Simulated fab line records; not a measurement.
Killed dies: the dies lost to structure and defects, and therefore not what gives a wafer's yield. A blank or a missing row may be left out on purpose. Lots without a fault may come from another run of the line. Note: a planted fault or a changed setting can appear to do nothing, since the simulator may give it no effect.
Chamber matching | flow sfq-line | SFQ_TRILAYER_I2_CMP_CMP_064 on cmp-02 has 4 sister chambers
The step polishes SiO2. 8 wafers are shown with their chamber, then 6 later ones without.

== WAFERS, EACH WITH ITS CHAMBER ==
wafer  | chamber | motor-current-A (A) | time-to-endpoint-s (s)
L282.1 | 0       | 9.9                 | 210
L286.2 | 2       | 9.8                 | 212
L286.1 | 0       | 9.9                 | 205
L292.2 | 3       | 11.7                | 209
L292.6 | 1       | 9.6                 | 209
L294.1 | 2       | 10.5                | 221
L294.4 | 1       | 8.5                 | 206
L294.5 | 3       | 11.5                | 215

== WAFERS MISSING THEIR CHAMBER ==
wafer  | motor-current-A (A) | time-to-endpoint-s (s)
L298.1 | 11.4                | 222
L298.2 | 10.1                | 212
L298.5 | 8.9                 | 211
L300.1 | 8.8                 | 206
L300.4 | 9.8                 | 226
L300.5 | 8.7                 | 212

== WHICH CHAMBER EACH ONE RAN IN ==
wafer  | from the rows above          | in truth
L298.1 | can't be placed: 3 or 2      | 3
L298.2 | can't be placed: 2 or 0 or 1 | 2
L298.5 | can't be placed: 1 or 0      | 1
L300.1 | can't be placed: 1 or 0      | 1
L300.4 | can't be placed: 2 or 0      | 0
L300.5 | can't be placed: 1 or 0 or 2 | 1
Correctly placed: 0 of 6. Not placeable from these rows: 6 (in 6, the candidates include the true chamber). Placed wrongly: 0.
How it was worked out, from the rows above alone: a wafer's distance from a chamber is the root of the sum, over the readings, of the square of ((its reading less the chamber's mean) divided by the reading's scatter). If the next closest chamber is less than 2 further off than the closest, the wafer can't be placed; otherwise it belongs to the closest. The mean given for a chamber averages the wafers shown for that chamber. The scatter is the square root of a quotient: the sum, over the shown wafers, of each reading's squared deviation from its chamber's mean, divided by wafers minus chambers.
